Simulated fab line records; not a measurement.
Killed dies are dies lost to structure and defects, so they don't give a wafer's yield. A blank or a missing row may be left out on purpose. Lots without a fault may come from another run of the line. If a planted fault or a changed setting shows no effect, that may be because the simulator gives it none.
Which of the tools did it? + flow sky130 + 11 lots, 33 wafers sampled, at 4 steps of a route of 708

## WHAT EACH GAUGE READ, for each wafer
SKY_NWELL_TW_MEAS_26.
| lot  | measured     | on            | NWELL_2_TW                          |
|------|--------------|---------------|-------------------------------------|
| L773 | day 5 14:49  | film metro-02 | 499.0 498.5 495.7                   |
| L774 | day 5 18:26  | film metro-01 | 502.3 504.2 502.1                   |
| L775 | day 5 22:57  | film metro-02 | 494.9 495.4 494.5                   |
| L776 | day 6 07:19  | film metro-01 | 499.0 498.2 498.1                   |
| L778 | day 6 21:18  | film metro-02 | 495.3 493.8 498.1                   |
| L781 | day 7 13:37  | film metro-02 | 500.5 495.4 497.8                   |
| L786 | day 8 21:08  | film metro-04 | 496.3 498.8 496.2                   |
| L788 | day 9 08:38  | film metro-02 | 497.6 856.3 496.3 497.6 852.5 497.4 |
| L789 | day 9 18:09  | film metro-02 | 858.7 855.3 494.3 860.8 857.7 492.7 |
| L792 | day 10 08:09 | film metro-01 | 501.6 501.4 497.3                   |
| L794 | day 10 21:50 | film metro-01 | 498.5 498.5 497.3                   |

## WHAT TOOL EACH LOT RAN ON (gives the tool, then ch and the chambers of the sampled wafers, and finally the start)
| lot  | SKY_FIELD_ISO_ETCH_15             | SKY_NWELL_COAT_05                | SKY_NWELL_STRIP_14                  |
|------|-----------------------------------|----------------------------------|-------------------------------------|
| L773 | rie diel-04 ch 0,2,3, day 2 12:01 | litho track-01 ch 0, day 4 12:25 | plasma asher-04 ch 0,1, day 4 20:56 |
| L774 | rie diel-03 ch 0,2, day 2 16:22   | litho track-01 ch 0, day 4 14:41 | plasma asher-03 ch 0,1, day 5 00:33 |
| L775 | rie diel-02 ch 1,2,3, day 2 19:40 | litho track-04 ch 0, day 4 19:16 | plasma asher-04 ch 0, day 5 04:54   |
| L776 | rie diel-03 ch 0,1, day 3 02:49   | litho track-01 ch 0, day 5 02:31 | plasma asher-02 ch 0,1, day 5 12:33 |
| L778 | rie diel-04 ch 1,2, day 3 12:07   | litho track-02 ch 0, day 5 16:07 | plasma asher-04 ch 0,1, day 6 01:57 |
| L781 | rie diel-04 ch 0,1,3, day 4 03:43 | litho track-01 ch 0, day 6 07:10 | plasma asher-04 ch 0,1, day 6 17:17 |
| L786 | rie diel-04 ch 0,1,3, day 5 06:04 | litho track-04 ch 0, day 7 13:25 | plasma asher-02 ch 0,1, day 8 00:24 |
| L788 | rie diel-04 ch 2,3, day 5 16:25   | litho track-01 ch 0, day 8 00:40 | plasma asher-03 ch 0,1, day 8 11:34 |
| L789 | rie diel-03 ch 1,2,3, day 5 21:16 | litho track-01 ch 0, day 8 10:02 | plasma asher-04 ch 0,1, day 8 21:03 |
| L792 | rie diel-02 ch 0,1,2, day 6 12:49 | litho track-04 ch 0, day 8 22:28 | plasma asher-04 ch 0,1, day 9 09:48 |
| L794 | rie diel-04 ch 1,2,3, day 7 02:01 | litho track-04 ch 0, day 9 11:55 | plasma asher-04 ch 0,1, day 9 22:51 |
- SKY_FIELD_ISO_ETCH_15: etches the open film in CHF3/O2, stops on Si, target depth 180 nm, time 72 s.
- SKY_NWELL_COAT_05: resist thk 3000 nm.
- SKY_NWELL_STRIP_14: strips in O2/N2.

## THE ANSWER, worked out from the rows above alone
Rule: usual is defined by the lots themselves. Put in order of their means at a reading, lots are off if they are a third of the lots or fewer, leave a main group of 4 or more, and stand apart from it by a gap of 3 or more times the standard deviation of the main group's means; of several such gaps the widest counts. A main group whose means are all the same, to the digits that the tables above print for the reading, isn't used. A lot without any number at a reading at which 4 lots or more have one is off too. The other lots that the step has rows for count as sound.
Off: L788, L789, seen at SKY_NWELL_TW_MEAS_26 (NWELL_2_TW). For the main group the mean is 498.1 and the standard deviation 2.2.
If a tool, at a process step before that reading, ran all the lots that are off and no sound lot after the first of them, it fits. The gauges at SKY_NWELL_TW_MEAS_26 are tried like those tools. Undecided on this evidence; 2 tools fit (litho track-01 at SKY_NWELL_COAT_05, film metro-02 at SKY_NWELL_TW_MEAS_26).

## WHAT THE SIMULATOR HAD PUT IN
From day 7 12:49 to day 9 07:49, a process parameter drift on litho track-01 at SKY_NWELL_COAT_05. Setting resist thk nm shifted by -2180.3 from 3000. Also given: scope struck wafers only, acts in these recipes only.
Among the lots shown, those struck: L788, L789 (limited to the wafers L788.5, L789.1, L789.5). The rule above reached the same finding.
